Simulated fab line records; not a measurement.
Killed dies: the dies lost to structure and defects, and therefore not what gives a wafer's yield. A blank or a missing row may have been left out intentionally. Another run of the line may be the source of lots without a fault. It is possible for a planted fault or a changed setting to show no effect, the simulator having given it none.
Split-lot trial || flow sfq-line || 23 wafers read from 5 lots, route of 325 steps

== SPLIT DETAILS ==
At SFQ_TRILAYER_I1_CMP_CMP_046 (polishes SiO2), the setting leave-above-ref-nm was moved away from the recipe's 200 nm on 11 of the 23 wafers read, by -5.1% to +4.6%. The other wafers ran this setting at the recipe's value.

Between the split and the reading, the file records no step.

== THE READING ==
thk-nm, in nm, at SFQ_TRILAYER_I1_METRO_MEASURE_047. A value of 201.0 nm with a standard deviation of 1 nm is what fault-free wafers of this fab line usually give.

{"wafer": "L078.2", "tool, chamber at the split": "cmp-01, 3,0", "leave-above-ref-nm as run, nm": 200, "against the recipe": "recipe", "thk-nm, nm": 201.3, "against lot-mates on the recipe": "-"}
{"wafer": "L078.3", "tool, chamber at the split": "cmp-01, 1", "leave-above-ref-nm as run, nm": 189.8, "against the recipe": "-5.1%", "thk-nm, nm": 188.8, "against lot-mates on the recipe": -12.5}
{"wafer": "L078.4", "tool, chamber at the split": "cmp-01, 3,0", "leave-above-ref-nm as run, nm": 200, "against the recipe": "recipe", "thk-nm, nm": 201.3, "against lot-mates on the recipe": "-"}
{"wafer": "L078.5", "tool, chamber at the split": "cmp-01, 0", "leave-above-ref-nm as run, nm": 189.8, "against the recipe": "-5.1%", "thk-nm, nm": 191.5, "against lot-mates on the recipe": -9.8}
{"wafer": "L078.6", "tool, chamber at the split": "cmp-01, 3", "leave-above-ref-nm as run, nm": 189.8, "against the recipe": "-5.1%", "thk-nm, nm": 191.5, "against lot-mates on the recipe": -9.8}
{"wafer": "L079.1", "tool, chamber at the split": "cmp-01, 0", "leave-above-ref-nm as run, nm": 200, "against the recipe": "recipe", "thk-nm, nm": 201.3, "against lot-mates on the recipe": "-"}
{"wafer": "L079.2", "tool, chamber at the split": "cmp-01, 3", "leave-above-ref-nm as run, nm": 200, "against the recipe": "recipe", "thk-nm, nm": 202.3, "against lot-mates on the recipe": "-"}
{"wafer": "L079.3", "tool, chamber at the split": "cmp-01, 1", "leave-above-ref-nm as run, nm": 200, "against the recipe": "recipe", "thk-nm, nm": 199.7, "against lot-mates on the recipe": "-"}
{"wafer": "L081.1", "tool, chamber at the split": "cmp-02, 1", "leave-above-ref-nm as run, nm": 200, "against the recipe": "recipe", "thk-nm, nm": 200.4, "against lot-mates on the recipe": "-"}
{"wafer": "L081.2", "tool, chamber at the split": "cmp-02, 3", "leave-above-ref-nm as run, nm": 193.3, "against the recipe": "-3.3%", "thk-nm, nm": 192.8, "against lot-mates on the recipe": -8.0}
{"wafer": "L081.4", "tool, chamber at the split": "cmp-02, 2", "leave-above-ref-nm as run, nm": 193.3, "against the recipe": "-3.3%", "thk-nm, nm": 195.0, "against lot-mates on the recipe": -5.8}
{"wafer": "L081.5", "tool, chamber at the split": "cmp-02, 2", "leave-above-ref-nm as run, nm": 200, "against the recipe": "recipe", "thk-nm, nm": 201.2, "against lot-mates on the recipe": "-"}
{"wafer": "L081.6", "tool, chamber at the split": "cmp-02, 1", "leave-above-ref-nm as run, nm": 193.3, "against the recipe": "-3.3%", "thk-nm, nm": 194.1, "against lot-mates on the recipe": -6.7}
{"wafer": "L083.1", "tool, chamber at the split": "cmp-01, 2", "leave-above-ref-nm as run, nm": 205, "against the recipe": "+2.5%", "thk-nm, nm": 205.9, "against lot-mates on the recipe": "+4.7"}
{"wafer": "L083.3", "tool, chamber at the split": "cmp-01, 0", "leave-above-ref-nm as run, nm": 200, "against the recipe": "recipe", "thk-nm, nm": 201.8, "against lot-mates on the recipe": "-"}
{"wafer": "L083.4", "tool, chamber at the split": "cmp-01, 3", "leave-above-ref-nm as run, nm": 205, "against the recipe": "+2.5%", "thk-nm, nm": 206.3, "against lot-mates on the recipe": "+5.1"}
{"wafer": "L083.5", "tool, chamber at the split": "cmp-01, 0", "leave-above-ref-nm as run, nm": 200, "against the recipe": "recipe", "thk-nm, nm": 200.7, "against lot-mates on the recipe": "-"}
{"wafer": "L083.6", "tool, chamber at the split": "cmp-01, 3", "leave-above-ref-nm as run, nm": 205, "against the recipe": "+2.5%", "thk-nm, nm": 206.7, "against lot-mates on the recipe": "+5.4"}
{"wafer": "L084.1", "tool, chamber at the split": "cmp-02, 1", "leave-above-ref-nm as run, nm": 200, "against the recipe": "recipe", "thk-nm, nm": 200.3, "against lot-mates on the recipe": "-"}
{"wafer": "L084.2", "tool, chamber at the split": "cmp-02, 3", "leave-above-ref-nm as run, nm": 200, "against the recipe": "recipe", "thk-nm, nm": 200.8, "against lot-mates on the recipe": "-"}
{"wafer": "L084.3", "tool, chamber at the split": "cmp-02, 2", "leave-above-ref-nm as run, nm": 209.3, "against the recipe": "+4.6%", "thk-nm, nm": 211.3, "against lot-mates on the recipe": "+10.7"}
{"wafer": "L084.5", "tool, chamber at the split": "cmp-02, 0", "leave-above-ref-nm as run, nm": 200, "against the recipe": "recipe", "thk-nm, nm": 200.6, "against lot-mates on the recipe": "-"}
{"wafer": "L084.6", "tool, chamber at the split": "cmp-02, 1", "leave-above-ref-nm as run, nm": 209.3, "against the recipe": "+4.6%", "thk-nm, nm": 209.4, "against lot-mates on the recipe": "+8.8"}
Where a row lists several chambers, the file gives one row for several wafers and doesn't say which wafer went through which chamber.

THE FIT
A straight line over all 23 wafers: thk-nm changes by +2.05 nm for each +1% of leave-above-ref-nm; r = +0.99; the points scatter about the line by 0.85 nm.
The same after taking each lot's own level away (the mean of its wafers on the recipe; 23 wafers): +2.08 nm for each +1%; r = +0.99; scatter 0.82 nm.
The reading moves by 11 nm for the largest change in leave-above-ref-nm, on that fit.
From 200.57 to 201.30 nm: that is the span of the lots' own levels, equal to 0.7 times the standard deviation above.
The two slopes are in agreement: the lot-to-lot level therefore moves the slope only a little.
Check: with one of the wafers moved furthest among these (-5.1%) left out of the fit, the line predicts -10.2 nm for it against its lot-mates. Against them it came out at -12.5 nm.

== FURTHER SPLITS ON THESE WAFERS ==
Before the reading, these wafers also passed through other splits. Each is held against what the fit with the lots' levels taken away leaves over:
{"other split on the same wafers": "SFQ_TRILAYER_L0_LITHO_COAT_010 spin-rpm", "wafers away from the commonest value": 8, "r with thk-nm (lot level and that fit taken away)": -0.10}
{"other split on the same wafers": "SFQ_TRILAYER_L0_BARC_OPEN_METAL_ETCH_010 time-s", "wafers away from the commonest value": 9, "r with thk-nm (lot level and that fit taken away)": -0.04}
{"other split on the same wafers": "SFQ_TRILAYER_L0_VIA_LITHO_EXPOSE_014 dose-mj", "wafers away from the commonest value": 8, "r with thk-nm (lot level and that fit taken away)": "+0.11"}
{"other split on the same wafers": "SFQ_TRILAYER_M0_DEP_SPUTTER_019 time-s", "wafers away from the commonest value": 7, "r with thk-nm (lot level and that fit taken away)": "+0.13"}
{"other split on the same wafers": "SFQ_TRILAYER_M0_LITHO_PEB_024 peb-time-s", "wafers away from the commonest value": 7, "r with thk-nm (lot level and that fit taken away)": -0.11}
{"other split on the same wafers": "SFQ_TRILAYER_I0_VIA_LITHO_COAT_031 resist-thk-nm", "wafers away from the commonest value": 11, "r with thk-nm (lot level and that fit taken away)": "+0.24"}
{"other split on the same wafers": "SFQ_TRILAYER_I0_VIA_LITHO_EXPOSE_032 dose-mj", "wafers away from the commonest value": 12, "r with thk-nm (lot level and that fit taken away)": "+0.29"}
{"other split on the same wafers": "SFQ_TRILAYER_M1_LITHO_COAT_039 resist-thk-nm", "wafers away from the commonest value": 6, "r with thk-nm (lot level and that fit taken away)": -0.09}

== THE WHOLE CHAIN: every reading that the file lists as answering this split, in the file's order ==
{"step": "SFQ_TRILAYER_I1_CMP_CMP_046", "what it does": "polishes SiO2", "reading": "SiO2_of_TRILAYER_I1_DEP_PECVD_045.thk-nm (the simulator's own value, which no gauge read)", "change (the file's fit)": "+2.09 nm for each +1% of the setting", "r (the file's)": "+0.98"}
{"step": "SFQ_TRILAYER_I1_METRO_MEASURE_047", "what it does": "", "reading": "thk-nm", "change (the file's fit)": "+2.08 nm for each +1% of the setting", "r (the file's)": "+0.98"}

== FILE'S OWN FIT ==
thk-nm changes by +2.08 nm for each +1% of leave-above-ref-nm, r = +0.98.
